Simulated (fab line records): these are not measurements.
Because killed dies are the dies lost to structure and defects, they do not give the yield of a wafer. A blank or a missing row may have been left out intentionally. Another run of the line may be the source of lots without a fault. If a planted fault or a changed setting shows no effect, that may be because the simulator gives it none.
Which of the tools did it? / flow sky130 / 7 lots, 21 wafers sampled, at 2 steps of a route of 708

== WHAT EACH GAUGE READ, for each wafer ==
SKY_PWDE_TW_MEAS_10.
lot=L210; measured=day 5 06:10; on=film metro-02; PWDE_TW=375.2 375.8 376.5
lot=L213; measured=day 5 17:38; on=film metro-03; PWDE_TW=378.1 377.6 377.5
lot=L217; measured=day 6 08:37; on=film metro-01; PWDE_TW=371.1 374.1 371.5
lot=L223; measured=day 7 16:58; on=film metro-01; PWDE_TW=368.8 373.4 371.2
lot=L225; measured=day 8 02:22; on=film metro-01; PWDE_TW=373.2 371.0 371.8
lot=L228; measured=day 9 04:46; on=film metro-02; PWDE_TW=379.0 377.5 377.3
lot=L230; measured=day 9 07:25; on=film metro-02; PWDE_TW=378.0 375.5 378.9

== EACH LOT AND THE TOOL THAT RAN IT (in order: tool; ch and the chambers of the sampled wafers; start) ==
lot=L210; SKY_FIELD_ISO_WET_ETCH_21=wet bench-04 ch 1, day 2 23:25
lot=L213; SKY_FIELD_ISO_WET_ETCH_21=wet bench-03 ch 1, day 3 15:10
lot=L217; SKY_FIELD_ISO_WET_ETCH_21=wet bench-03 ch 2, day 4 13:37
lot=L223; SKY_FIELD_ISO_WET_ETCH_21=wet bench-03 ch 0, day 5 15:49
lot=L225; SKY_FIELD_ISO_WET_ETCH_21=wet bench-04 ch 3, day 6 02:55
lot=L228; SKY_FIELD_ISO_WET_ETCH_21=wet bench-03 ch 0, day 6 21:11
lot=L230; SKY_FIELD_ISO_WET_ETCH_21=wet bench-03 ch 0, day 7 03:46
- SKY_FIELD_ISO_WET_ETCH_21: etches SiO2 in dHF, target depth 20 nm, time 400 s.

== THE ANSWER, worked out from the rows above alone ==
Rule: usual is defined by the lots themselves. Put in order of their means at a reading, lots are off if they are a third of the lots or fewer, leave a main group of 4 or more, and stand apart from it by a gap of 3 or more times the standard deviation of the main group's means; of several such gaps the widest counts. A main group is skipped when, at the precision printed for the reading in the tables above, its means are all equal. Also off: a lot with no number at a reading for which 4 or more lots have one. Where the step has rows for the other lots, those lots are counted as sound.
No lot is off on any of the readings shown, so nothing can be concluded from this.

== WHAT THE SIMULATOR PUT IN ==
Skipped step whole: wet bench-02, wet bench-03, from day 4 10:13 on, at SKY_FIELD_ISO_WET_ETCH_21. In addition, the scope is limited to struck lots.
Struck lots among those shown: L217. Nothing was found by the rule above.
